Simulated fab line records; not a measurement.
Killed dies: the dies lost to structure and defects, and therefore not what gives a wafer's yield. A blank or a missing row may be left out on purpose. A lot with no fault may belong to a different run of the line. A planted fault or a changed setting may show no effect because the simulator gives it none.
One fault through the eyes of 2 desks || flow sfq-line || numbers are kept per desk, each desk with only its own; the story behind them comes last

AT THE TOOL OWNER'S DESK: krf-scanner-01
The tool's own readings at SFQ_TRILAYER_I7_VIA_LITHO_EXPOSE_188 (exposes mask I7, target cd 1000 nm): means of the sampled wafers that have a number, for each lot that ran on this tool. The brackets show how far a lot's mean lies from the usual mean; more than 4 standard deviations puts the lot out of limits, marked OUT.
Columns: A = exposure-dose-mJ-cm2 at SFQ_TRILAYER_I7_VIA_LITHO_EXPOSE_188, usual 21.296; B = focus-offset-nm at SFQ_TRILAYER_I7_VIA_LITHO_EXPOSE_188, usual 0.0 nm
{"lot": "L354", "first seen here": "day 86 18:04", "A": 21.291, "B": 0.3}
{"lot": "L362", "first seen here": "day 87 23:12", "A": 21.292, "B": -0.1}
{"lot": "L364", "first seen here": "day 88 06:24", "A": 21.294, "B": 0.2}
This desk's finding: nothing out of limits on any of the 3 lots.

FROM THE METROLOGY DESK
What the gauges read for every lot (on any tool): the sampled wafers with a number, averaged. The brackets show how far a lot's mean lies from the usual mean; more than 4 standard deviations puts the lot out of limits, marked OUT.
Columns: A = M7_OVL at SFQ_M7_OVL_MEAS_945, usual 2 nm; B = I7_BOW at SFQ_I7_BOW_MEAS_946, usual 6 um
{"lot": "L354", "first seen here": "day 86 06:15", "A": 13, "B": 2}
{"lot": "L358", "first seen here": "day 86 20:39", "A": -2, "B": 4}
{"lot": "L359", "first seen here": "day 87 02:39", "A": 10, "B": 0}
{"lot": "L362", "first seen here": "day 87 17:03", "A": 2, "B": 20}
{"lot": "L364", "first seen here": "day 88 00:15", "A": -1, "B": 6}
{"lot": "L366", "first seen here": "day 88 11:04", "A": -1, "B": 16}
This desk's finding: nothing out of limits on any of the 6 lots.

ALL TOGETHER
The tool owner's desk saw nothing out of limits.
From the metrology desk's view, nothing was out of limits.

WHAT HAD BEEN PUT IN BY THE SIMULATOR
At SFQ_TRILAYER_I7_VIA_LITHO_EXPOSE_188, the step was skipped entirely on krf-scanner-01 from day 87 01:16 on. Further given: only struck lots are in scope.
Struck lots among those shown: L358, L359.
